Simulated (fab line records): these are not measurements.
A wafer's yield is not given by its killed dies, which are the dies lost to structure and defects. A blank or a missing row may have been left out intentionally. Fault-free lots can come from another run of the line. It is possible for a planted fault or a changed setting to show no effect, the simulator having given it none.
Split-lot experiment + flow sfqLine + 23 wafers read across 5 lots, on a route 325 steps long

ON THE SPLIT
At SFQ_TRILAYER_I4_CMP_CMP_100 (polishes SiO2), the setting leaveAboveRefNm was moved away from the recipe's 200 nm on 9 of the 23 wafers read, by -5.8% to +2.0%. The other wafers ran this setting at the recipe's value.

Split to reading: the file shows no intervening step.

THE READING
thkNm, in nm, at SFQ_TRILAYER_I4_METRO_MEASURE_101. On this fab line, fault-free wafers typically give 200.2 nm with a standard deviation of 1.4 nm.

| wafer  | tool, chamber at the split | leaveAboveRefNm as run, nm | against the recipe | thkNm, nm | against lot-mates on the recipe |
|--------|----------------------------|----------------------------|--------------------|-----------|---------------------------------|
| L076.1 | cmp-01, 1                  | 200                        | recipe             | 199.9     | -                               |
| L076.3 | cmp-01, 2                  | 200                        | recipe             | 201.2     | -                               |
| L076.5 | cmp-01, 2                  | 200                        | recipe             | 201.1     | -                               |
| L077.1 | cmp-02, 3                  | 200                        | recipe             | 199.0     | -                               |
| L077.2 | cmp-02, 1                  | 203.9                      | +2.0%              | 204.5     | +5.1                            |
| L077.3 | cmp-02, 0                  | 203.9                      | +2.0%              | 203.0     | +3.6                            |
| L077.5 | cmp-02, 3                  | 200                        | recipe             | 199.8     | -                               |
| L077.6 | cmp-02, 0                  | 203.9                      | +2.0%              | 203.0     | +3.6                            |
| L078.1 | cmp-02, 1                  | 194.6                      | -2.7%              | 195.4     | -5.1                            |
| L078.2 | cmp-02, 2                  | 194.6                      | -2.7%              | 194.7     | -5.8                            |
| L078.3 | cmp-02, 3                  | 194.6                      | -2.7%              | 193.2     | -7.3                            |
| L078.5 | cmp-02, 2                  | 200                        | recipe             | 201.6     | -                               |
| L078.6 | cmp-02, 1                  | 200                        | recipe             | 199.4     | -                               |
| L083.2 | cmp-01, 3                  | 188.5                      | -5.8%              | 187.8     | -11.6                           |
| L083.3 | cmp-01, 2                  | 188.5                      | -5.8%              | 187.9     | -11.5                           |
| L083.4 | cmp-01, 1                  | 188.5                      | -5.8%              | 187.2     | -12.2                           |
| L083.5 | cmp-01, 0                  | 200                        | recipe             | 200.5     | -                               |
| L083.6 | cmp-01, 1                  | 200                        | recipe             | 198.4     | -                               |
| L085.1 | cmp-02, 0                  | 200                        | recipe             | 198.7     | -                               |
| L085.2 | cmp-02, 3                  | 200                        | recipe             | 198.6     | -                               |
| L085.3 | cmp-02, 2                  | 200                        | recipe             | 202.5     | -                               |
| L085.5 | cmp-02, 3,0                | 200                        | recipe             | 198.7     | -                               |
| L085.6 | cmp-02, 3,0                | 200                        | recipe             | 198.5     | -                               |
Where a row lists several chambers, the file gives one row for several wafers and doesn't say which wafer went through which chamber.

THE FIT
A straight line over all 23 wafers: thkNm changes by +2.07 nm for each +1% of leaveAboveRefNm; r = +0.97; the points scatter about the line by 1.2 nm.
The same after taking each lot's own level away (the mean of its wafers on the recipe; 23 wafers): +2.09 nm for each +1%; r = +0.98; scatter 1 nm.
The reading moves by 12 nm for the largest change in leaveAboveRefNm, on that fit.
The span of the lots' own levels, 199.40 to 200.73 nm, comes to 1.0 times the standard deviation stated above.
The two slopes agree, so the slope changes little with the lot-to-lot level.
Check: with one of the wafers moved furthest among these (-5.8%) left out of the fit, the line predicts -12.2 nm for it against its lot-mates. Against them it came out at -11.6 nm.

OTHER SPLITS ON THESE WAFERS
Note: prior to the reading, these wafers also went through further splits. Each is held against what the fit with the lots' levels taken away leaves over:
| other split on the same wafers                   | wafers away from the commonest value | r with thkNm (lot level and that fit taken away) |
|--------------------------------------------------|--------------------------------------|--------------------------------------------------|
| SFQ_TRILAYER_I1_VIA_LITHO_EXPOSE_050 doseMj      | 8                                    | -0.12                                            |
| SFQ_TRILAYER_I1_VIA_ETCH_VIA_ETCH_052 sourceW    | 3                                    | -0.07                                            |
| SFQ_TRILAYER_M2_BARC_OPEN_METAL_ETCH_077 timeS   | 8                                    | +0.19                                            |
| SFQ_TRILAYER_I2_VIA_LITHO_COAT_072 resistThkNm   | 8                                    | -0.01                                            |
| SFQ_TRILAYER_M3_LITHO_COAT_075 spinRpm           | 6                                    | -0.06                                            |
| SFQ_TRILAYER_I3_CMP_CMP_082 leaveAboveRefNm      | 8                                    | -0.16                                            |
| SFQ_TRILAYER_I3_VIA_LITHO_COAT_085 spinRpm       | 11                                   | -0.09                                            |
| SFQ_TRILAYER_I3_VIA_BARC_OPEN_VIA_ETCH_121 biasW | 3                                    | -0.08                                            |
| SFQ_TRILAYER_M4_LITHO_COAT_098 spinRpm           | 7                                    | -0.17                                            |
| SFQ_TRILAYER_M4_BARC_OPEN_METAL_ETCH_123 icpW    | 9                                    | +0.03                                            |

THE WHOLE CHAIN: every reading that the file lists as answering this split, in the file's order
| step                              | what it does  | reading                                                                                  | change (the file's fit)              | r (the file's) |
|-----------------------------------|---------------|------------------------------------------------------------------------------------------|--------------------------------------|----------------|
| SFQ_TRILAYER_I4_CMP_CMP_100       | polishes SiO2 | SiO2_of_TRILAYER_I4_DEP_PECVD_099.thkNm (the simulator's own value, which no gauge read) | +2.08 nm for each +1% of the setting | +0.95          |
| SFQ_TRILAYER_I4_METRO_MEASURE_101 |               | thkNm                                                                                    | +2.09 nm for each +1% of the setting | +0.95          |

FILE'S OWN FIT
thkNm changes by +2.09 nm for each +1% of leaveAboveRefNm, r = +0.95.
